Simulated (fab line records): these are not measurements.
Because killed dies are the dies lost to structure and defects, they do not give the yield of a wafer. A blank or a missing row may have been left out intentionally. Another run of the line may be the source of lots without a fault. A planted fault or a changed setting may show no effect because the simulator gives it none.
A struck lot beside a sound one || flow sfqLine || 14 steps out of a route of 325
Sound: wafers L715.1, L715.3, L715.5. Struck: wafers L705.2, L705.4. (L705.6 of the same lot was not struck and is left out.) The cause comes at the end.
Order at every step that has rows: each side's tool, ch and its chambers, its first start. Under that, the readings that differ: sound wafers || struck wafers || difference of the means || sigmas: that difference in standard deviations of wafers without a fault.
alike: readings whose means differ by less than 2 such deviations, and words and numbers that are the same on both sides. not compared: withheld readings, readings that some wafer has no value for, bounds like >300 that may hide the same value, and numbers for which the record gives no deviation and whose values overlap.
The two part at a step that has a row with sigmas, a row that says differs or no value, or rows on one side only. When numbers do not overlap yet have no deviation, they are printed without sigmas and do not part them. A reading that every wafer of one side lacks parts them only if that side has two wafers or more.

SFQ_TRILAYER_R5_BARC_OPEN_METAL_ETCH_177: etches BARC in O2, target depth 125 nm, time 41.7 s.
  sound on rieMetal-04 ch 0,1, day 65 14:39; struck on rieMetal-03 ch 1, day 56 09:55
  alike: drypumpMotorCurrentA, oesProductAu
  not compared: rfHoursCounterH
SFQ_TRILAYER_R5_ETCH_METAL_ETCH_139: etches the open film in Cl2, stops on SiO2, target depth 60 nm, time 40 s.
  sound on rieMetal-04 ch 0,1, day 65 14:43; struck on rieMetal-03 ch 1, day 56 09:58
  alike: drypumpMotorCurrentA, oesProductAu
  not compared: rfHoursCounterH
SFQ_TRILAYER_R5_STRIP_STRIP_140: strips in O2.
  sound on rieMetal-04 ch 0,1, day 65 14:46; struck on rieMetal-03 ch 1, day 56 10:02
  alike: drypumpMotorCurrentA, oesProductAu, platenTempC
  not compared: rfHoursCounterH
then, 1 step without rows for these wafers: SFQ_TRILAYER_R5_STRIP_SOLV_CLEAN_141 (cleans in NMP, time 600 s).
SFQ_TRILAYER_A5C_DEP_PECVD_142: deposits SiO2 from SiH4/N2O, time 15.556 s, target thk 70 nm.
  sound on pecvd-01 ch 0,2, day 65 15:32; struck on pecvd-02 ch 0,2, day 56 10:49
{"reading": "showerheadVppV (V)", "sound": "791 824 787", "struck": "882 846", "difference": "+63", "sigmas": "+2"}
  alike: heaterPowerW, throttleValvePct
then, 6 steps without rows for these wafers: SFQ_TRILAYER_I5_LITHO_COAT_149 (resist thk 62 nm); SFQ_TRILAYER_I5_LITHO_COAT_144 (resist thk 650 nm); SFQ_TRILAYER_I5_LITHO_SOFTBAKE_148; SFQ_TRILAYER_I5_LITHO_EXPOSE_145 (exposes mask I5, target cd 700 nm); SFQ_TRILAYER_I5_LITHO_PEB_147 (peb time 60 s); SFQ_TRILAYER_I5_LITHO_DEVELOP_146 (time 60 s).
-- the record jumps here: 5 days lie between the struck wafers' starts before and after --
SFQ_I5_OVL_MEAS_936:
  sound on overlay-02 at day 69 15:01; struck on overlay-02 at day 61 01:29
  alike: I5_OVL
SFQ_TRILAYER_I5_BARC_OPEN_VIA_ETCH_200: etches BARC in O2, target depth 125 nm, time 41.7 s.
  sound on rieDiel-01 ch 0,2, day 69 15:02; struck on rieDiel-03 ch 1,2, day 61 01:31
{"reading": "model.KrF_of_TRILAYER_I5_LITHO_COAT_144.thkNm (nm)", "sound": "574.2 571.7 574.2", "struck": "586.6 586.9", "difference": "+13.4", "sigmas": ""}
  alike: drypumpMotorCurrentA, oesProductAu
  not compared: rfHoursCounterH
SFQ_TRILAYER_I5_ETCH_VIA_ETCH_147: etches the open film in CHF3, stops on Nb, target depth 360 nm.
  sound on rieDiel-01 ch 0,2, day 69 15:05; struck on rieDiel-03 ch 1,2, day 61 01:33
  alike: drypumpMotorCurrentA, oesProductAu

WHERE THEY PART
Only at SFQ_TRILAYER_A5C_DEP_PECVD_142, within this record. Later steps at which nothing parts them and some readings are alike: SFQ_I5_OVL_MEAS_936, SFQ_TRILAYER_I5_BARC_OPEN_VIA_ETCH_200, SFQ_TRILAYER_I5_ETCH_VIA_ETCH_147.

WHY: what the simulator had put in
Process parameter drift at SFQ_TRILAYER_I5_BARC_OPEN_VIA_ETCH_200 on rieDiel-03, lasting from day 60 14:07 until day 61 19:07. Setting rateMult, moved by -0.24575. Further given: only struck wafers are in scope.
